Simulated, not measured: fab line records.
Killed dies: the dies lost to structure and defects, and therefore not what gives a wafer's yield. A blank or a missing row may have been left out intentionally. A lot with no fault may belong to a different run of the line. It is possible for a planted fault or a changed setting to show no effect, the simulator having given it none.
Struck lot and sound lot, side by side :: flow sfq_line :: 21 out of 325 route steps
Sound: these wafers, L290.1, L290.3, L290.4. The struck wafers were L303.1, L303.3, L303.5. At the end, the cause is stated.
At each step with rows: each side's tool, then ch and its chambers, then its first start. Under that, the readings that differ: sound wafers :: struck wafers :: difference of the means :: sigmas: that difference in standard deviations of wafers without a fault.
alike: readings whose means differ by less than 2 such deviations, and words and numbers that are the same on both sides. not compared: withheld readings, readings that some wafer has no value for, bounds like >300 that may hide the same value, and numbers for which the record gives no deviation and whose values overlap.
The two part at a step that has a row with sigmas, a row that says differs or no value, or rows on one side only. Numbers that don't overlap but have no deviation are shown without sigmas and don't part them. A reading that every wafer of one side lacks parts them only if that side has two wafers or more.

first, 3 steps without rows for these wafers: SFQ_TRILAYER_M3_LITHO_EXPOSE_076 (exposes mask M3, target cd 500 nm); SFQ_TRILAYER_M3_LITHO_PEB_078 (peb time 60 s); SFQ_TRILAYER_M3_LITHO_DEVELOP_077 (time 60 s).
SFQ_M3_OVL_MEAS_921:
  struck on overlay-02, day 33 23:25; sound on overlay-01, day 25 23:07
  alike: M3_OVL
SFQ_TRILAYER_M3_BARC_OPEN_METAL_ETCH_100: etches BARC in O2, target depth 125 nm, time 41.7 s.
  sound on rie_metal-01 ch 0,1, day 25 23:09; struck on rie_metal-01 ch 1, day 33 23:27
  alike: drypump_motor_current_A, oes_product_au
  not compared: rf_hours_counter_h
SFQ_TRILAYER_M3_ETCH_METAL_ETCH_078: etches Nb in Cl2/Ar, stops on SiO2, target depth 240 nm, time 120 s.
  sound on rie_metal-01 ch 0,1, day 25 23:13; struck on rie_metal-01 ch 1, day 33 23:34
  alike: drypump_motor_current_A, oes_product_au
  not compared: rf_hours_counter_h
SFQ_TRILAYER_M3_STRIP_STRIP_079: strips in O2.
  sound on rie_metal-01 ch 0,1, day 25 23:20; struck on rie_metal-01 ch 1, day 33 23:49
  alike: drypump_motor_current_A, oes_product_au
  not compared: rf_hours_counter_h
then, 1 step without rows for these wafers: SFQ_TRILAYER_M3_STRIP_SOLV_CLEAN_080 (cleans in NMP, time 600 s).
SFQ_TRILAYER_I3_DEP_PECVD_081: deposits SiO2 from SiH4/N2O, time 111.11 s, target thk 500 nm.
  sound on pecvd-04 ch 0,2, day 26 00:07; struck on pecvd-04 ch 0,1,2, day 34 01:12
  alike: heater_power_w, susceptor_temp_C, throttle_valve_pct
then, 1 step without rows for these wafers: SFQ_TRILAYER_I3_CMP_CMP_082 (polishes SiO2).
SFQ_I3_BOW_MEAS_922:
  struck on film_metro-03, day 34 16:10; sound on film_metro-03, day 26 09:37
  alike: I3_BOW
after that, 1 step had no rows for these wafers: SFQ_TRILAYER_I3_METRO_MEASURE_083.
SFQ_TRILAYER_I3_VIA_LITHO_COAT_090: resist thk 62 nm.
  sound on litho_track-01 ch 0, day 26 10:56; struck on litho_track-01 ch 0, day 34 17:29
reading: model.BARC_of_TRILAYER_I3_VIA_LITHO_COAT_090.thk_nm (nm)
sound: 61.91 62.02 61.69
struck: 64.22 64.04 64.13
difference: +2.26
sigmas: 
  alike: spin_speed_rpm
then, 5 steps without rows for these wafers: SFQ_TRILAYER_I3_VIA_LITHO_COAT_085 (resist thk 650 nm); SFQ_TRILAYER_I3_VIA_LITHO_SOFTBAKE_089; SFQ_TRILAYER_I3_VIA_LITHO_EXPOSE_086 (exposes mask I3, target cd 500 nm); SFQ_TRILAYER_I3_VIA_LITHO_PEB_088 (peb time 60 s); SFQ_TRILAYER_I3_VIA_LITHO_DEVELOP_087 (time 60 s).
-- the record jumps here: 6 days lie between the struck wafers' starts before and after --
SFQ_I3_OVL_MEAS_923:
  struck on overlay-01, day 41 03:25; sound on overlay-02, day 32 09:03
  alike: I3_OVL
SFQ_TRILAYER_I3_VIA_BARC_OPEN_VIA_ETCH_121: etches BARC in O2, target depth 125 nm, time 41.7 s.
  sound on rie_diel-03 ch 0,1,2, day 32 09:05; struck on rie_diel-01 ch 1,3, day 41 03:27
reading: oes_product_au (a.u.)
sound: 0.683 0.684 0.688
struck: 0.695 0.697 0.697
difference: +0.011
sigmas: +2

reading: model.etch.depth_nm (nm)
sound: 61.91 62.02 61.69
struck: 64.22 64.04 64.13
difference: +2.26
sigmas: 
  alike: drypump_motor_current_A
  not compared: rf_hours_counter_h
SFQ_TRILAYER_I3_VIA_ETCH_VIA_ETCH_088: etches SiO2 in CHF3, stops on Nb, target depth 260 nm.
  sound on rie_diel-03 ch 0,1,2, day 32 09:08; struck on rie_diel-01 ch 1,3, day 41 03:29
  alike: drypump_motor_current_A, oes_product_au

## WHERE THEY PART
At SFQ_TRILAYER_I3_VIA_BARC_OPEN_VIA_ETCH_121 and nowhere else, as far as this record goes. Later steps at which nothing parts them and some readings are alike: SFQ_TRILAYER_I3_VIA_ETCH_VIA_ETCH_088.

WHY: what the simulator had put in
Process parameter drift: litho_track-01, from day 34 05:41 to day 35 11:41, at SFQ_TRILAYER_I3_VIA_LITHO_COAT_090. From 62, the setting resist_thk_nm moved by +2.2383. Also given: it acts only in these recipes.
